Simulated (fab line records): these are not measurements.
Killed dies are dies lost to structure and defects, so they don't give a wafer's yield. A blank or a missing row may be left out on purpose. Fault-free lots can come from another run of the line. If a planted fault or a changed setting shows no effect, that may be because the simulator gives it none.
8D (eight disciplines) problem report, filled in by code    flow sky130    the parts of the form that need people (team, actions taken, sign-off) are left out

1. THE PROBLEM
At SKY_POLY_GATE_COAT_08, spin speed rpm averages 3327.7 rpm over 6 wafers from 2 lots, while fault-free wafers read 2999.6 rpm, standard deviation 1.9. So: +99 or more standard deviations from the usual mean.
The step: resist thk 450 nm.
The first sign was on wafer L842.2 at day 21 00:00, on litho track-01. The record has a number at this step for 33 wafers belonging to 11 lots. Rule for "out", or "out of limits": more than 4 standard deviations from the usual mean. Any other wafer with a number is counted as sound.

2. WHAT IT IS; WHAT IT IS NOT
question                     is                      is not
which readings at this step  spin speed rpm          chill plate temp C
which lots                   L842, L845              L833, L834, L837, L838, L840, L848, L850, L851, L852
which wafers of those lots   all that have a number  -
read on which tools          litho track-01          litho track-02, litho track-03
when                         from day 21 00:00       up to then (15 sound wafers); but 12 sound wafers of L848, L850, L851, L852 came after

3. WHAT RULES OUT EACH SUSPECT
Counting: any tool at a process step up to the reading is kept as a suspect provided that every lot that is out went through it and no sound lot did after the first of them.
- plasma asher-03 at SKY_RES_PROTECT_STRIP_07 (strips in O2/N2): ruled out as a lasting fault. After its first lot that is out, L842 (day 20 07:37), sound lots L851 ran on it.
- litho track-01 at SKY_POLY_GATE_COAT_08 (resist thk 450 nm): kept. It ran every lot that is out, first L842 (day 21 00:00), and no sound lot after that; its last sound lot up to then is L840 (day 19 20:00). Out on those wafers are its own readings of spin speed rpm.
Remaining after the count: litho track-01 at SKY_POLY_GATE_COAT_08.

4. THE CAUSE (what the simulator had put in)
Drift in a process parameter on litho track-01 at SKY_POLY_GATE_COAT_08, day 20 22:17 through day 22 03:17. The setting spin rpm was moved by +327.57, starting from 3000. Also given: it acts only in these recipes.
After counting, this tool was the only one left.

5. SEQUENCE OF EFFECTS, ordered by route
Each row: a reading where the mean over the struck wafers with a number is more than 3 standard deviations away from the usual. Readings are gone through only where the record gives a usual standard deviation; hours: the median, over the lots, of the time from a lot's start at the first step in this table giving one to that lot's start at this step; sigmas: the change measured in usual standard deviations.
hours  step                    reading                   usual       on struck wafers  change  sigmas
0      SKY_POLY_GATE_COAT_08   spin speed rpm            2999.6 rpm  3327.7            +328.1  +99 or more
17     SKY_POLY_GATE_STRIP_18  strip time to endpoint s  3.15 s      2.89              -0.26   -7.8
Here are the process steps it includes:
- SKY_POLY_GATE_COAT_08: resist thk 450 nm.
- SKY_POLY_GATE_STRIP_18: strips in O2/N2.
At these later measuring or inspecting steps, every struck wafer for which the step has a row has a number for every such reading, and none has moved that far: SKY_LDD_N_OVL_MEAS_07.

6. HOW IT WOULD HAVE BEEN CAUGHT EARLIER
First out-of-limits reading in this record: day 21 00:00, which is 2 hours after fault onset at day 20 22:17.
